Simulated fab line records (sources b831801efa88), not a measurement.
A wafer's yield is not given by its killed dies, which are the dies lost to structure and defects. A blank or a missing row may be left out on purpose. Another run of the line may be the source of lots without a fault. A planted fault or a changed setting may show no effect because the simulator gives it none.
Problem report, 8D (eight disciplines) form, completed by code / flow gf180mcu / the parts of the form that need people (team, actions taken, sign-off) are left out

== 1. THE ISSUE ==
Mean VT_IMPLANT_2_TW at GF_VT_IMPLANT_TW_MEAS_21: 1280 over 6 wafers in 2 lots; fault-free wafers: 1220, standard deviation 7. That puts it +8.6 standard deviations away from the usual mean.
The first sign was on wafer L515.2 at day 9 03:58, on film metro-04. Wafers with a number at this step in the record: 39, from 13 lots. Rule for "out" (also "out of limits"): further than 4 standard deviations from the usual mean. All remaining wafers that have a number are taken as sound.

== 2. WHAT IT IS, AND WHAT IT ISN'T ==
question=which readings at this step | is=VT_IMPLANT_2_TW | is not=-
question=which lots | is=L515, L516 | is not=L504, L505, L507, L508, L509, L518, L522, L524, L525, L526, L527
question=which wafers of those lots | is=all that have a number | is not=-
question=read on which gauges | is=film metro-02, film metro-04 | is not=film metro-03
question=when | is=from day 9 03:58 | is not=up to then (15 sound wafers); but 18 sound wafers of L518, L522, L524, L525, L526, L527 came after

== 3. THE SUSPECTS, EACH WITH WHAT RULES IT OUT ==
Counting: any tool at a process step up to the reading is kept as a suspect provided that every lot that is out went through it and no sound lot did after the first of them.
- the gauge at GF_VT_IMPLANT_TW_MEAS_21 is ruled out. 2 gauges (film metro-02, film metro-04) read the wafers that are out.
- implanter-03 at GF_VT_IMPLANT_IMPLANT_19: ruled out as a lasting fault. The sound lots L526 went through it after L515, its earliest lot that is out (day 9 03:43).
Left after counting: nothing in the record.

== 4. THE CAUSE (what the simulator had put in) ==
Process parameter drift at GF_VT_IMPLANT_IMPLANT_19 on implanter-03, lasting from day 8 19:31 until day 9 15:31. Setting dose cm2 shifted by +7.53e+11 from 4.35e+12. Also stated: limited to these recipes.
It was ruled out by counting, in error; the rule expects a fault to strike all lots run on its tool from its start on, and this fault did not.

== 5. THE EFFECT CHAIN, in route order ==
Each row: a reading where the mean over the struck wafers with a number is more than 3 standard deviations away from the usual. Scope: only readings with a usual standard deviation given in the record; hours: median across lots of the time from each lot's start at the first step in this table that gives one to its start at this step; sigmas: change in usual standard deviations.
hours=0; step=GF_VT_IMPLANT_IMPLANT_19; reading=dose ions cm2; usual=4.349e+12; on struck wafers=5.105e+12; change=+7.562e+11; sigmas=+99 or more
hours=0; step=GF_VT_IMPLANT_IMPLANT_19; reading=faraday current uA; usual=24.5; on struck wafers=28.9; change=+4.4; sigmas=+9.5
hours=0; step=GF_VT_IMPLANT_TW_MEAS_21; reading=VT_IMPLANT_2_TW; usual=1220; on struck wafers=1280; change=+60; sigmas=+8.6
It contains these process steps:
- GF_VT_IMPLANT_IMPLANT_19
Later steps that measure or inspect, where all struck wafers having a row at the step show a number for every such reading and not one has moved that far: GF_PSD_TW_MEAS_11.

== 6. HOW IT WOULD HAVE BEEN CAUGHT EARLIER ==
Counted from the fault's start at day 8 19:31, it took 8 hours until the first out-of-limits reading at a measuring or inspecting step in this record, taken at day 9 03:58.
At GF_VT_IMPLANT_IMPLANT_19, the tool's own readings (dose ions cm2, faraday current uA) were out on each struck wafer the step has a row for, so an alarm limit on them would have fired on the first such wafer.
